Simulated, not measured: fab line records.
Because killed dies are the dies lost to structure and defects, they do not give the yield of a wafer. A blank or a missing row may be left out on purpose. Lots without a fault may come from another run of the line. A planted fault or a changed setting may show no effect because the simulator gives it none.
Struck lot and sound lot, side by side | flow gf180mcu | 16 out of 602 route steps
Sound: these wafers, L761.1, L761.3, L761.5. The struck wafers were L763.2, L763.3, L763.6. The cause comes at the end.
Each step with rows lists, per side, the tool, then ch with its chambers, then its first start. Under that, the readings that differ: sound wafers | struck wafers | difference of the means | sigmas: that difference in standard deviations of wafers without a fault.
alike: same words and numbers on both sides, and readings whose means sit less than 2 such deviations apart. not compared: any withheld reading, any reading some wafer has no value for, any bound like >300 that may hide the same value, and any number with overlapping values for which the record gives no deviation.
Wherever a step has rows on one side only, a row that says differs or no value, or a row with sigmas, the two part there. Numbers that have no deviation but don't overlap get no sigmas and don't part them. A reading missing from all wafers of one side parts the sides only when that side holds two or more wafers.

GF_V1_CMP_04: polishes SiO2.
  sound on cmp-02 ch 1,3, day 17 01:37; struck on cmp-01 ch 0,1,2, day 17 21:51
  alike: edge zone pressure frac, motor current A, time to endpoint s
GF_V1_BOW_MEAS_05:
  struck on film metro-03, day 17 22:07; sound on film metro-02, day 17 01:55
  alike: V1_BOW
then, 8 steps without rows for these wafers: GF_V1_DEHYDRATE_06 (time 60 s); GF_V1_HMDS_07 (prime time 60 s); GF_V1_COAT_08; GF_V1_COAT_09 (resist thk 1000 nm); GF_V1_SOFTBAKE_10 (time 60 s); GF_V1_EXPOSE_11 (exposes mask Via1, target cd 260 nm); GF_V1_PEB_12 (peb time 90 s); GF_V1_DEVELOP_13 (develop time 60 s).
GF_V1_CD_MEAS_14: target cd 260 nm.
  struck on cd sem-02, day 18 22:39; sound on cd sem-01, day 18 01:47
  alike: cd nm
GF_V1_OVL_MEAS_15:
  struck on overlay-01, day 18 22:46; sound on overlay-02, day 18 01:54
  reading     | sound   | struck  | difference | sigmas
  V1_OVL (nm) | 15 11 6 | -5 2 -6 | -14        | -2
GF_V1_ETCH_16: etches BARC in N2/H2.
  sound on rie diel-03 ch 0,2, day 18 01:56; struck on rie diel-01 ch 1,2, day 18 22:47
  no value came back on the struck wafers for any of 5 readings (bias w (W), chamber pressure mTorr (mTorr) and others); on the sound wafers bias w (W) reads 99.7 100.2 99.8
GF_V1_ETCH_17: etches SiO2 in C4F8/O2/Ar, stops on TiN, target depth 630 nm.
  sound: rie diel-03 ch 0,2; struck: rie diel-01 ch 1,2
  reading               | sound             | struck            | difference | sigmas
  oes product au (a.u.) | 0.860 0.858 0.856 | 0.378 0.371 0.379 | -0.482     | -99 or more
  alike: bias w, chamber pressure mTorr
GF_V1_STRIP_18: strips in O2/N2.
  sound on plasma asher-04 ch 0, day 18 02:04; struck on plasma asher-02 ch 0, day 18 22:55
  reading               | sound             | struck            | difference | sigmas
  oes product au (a.u.) | 0.588 0.595 0.585 | 0.621 0.605 0.603 | +0.020     | +4
  alike: drypump motor current A, heater power w
  not compared: rf hours counter h
then, 1 step without rows for these wafers: GF_V1_STRIP_19 (strips in post etch residue remover, time 1200 s).

WHERE THEY PART
At GF_V1_OVL_MEAS_15 first; at GF_V1_STRIP_18 last (within this record only).

WHY: the cause the simulator had injected
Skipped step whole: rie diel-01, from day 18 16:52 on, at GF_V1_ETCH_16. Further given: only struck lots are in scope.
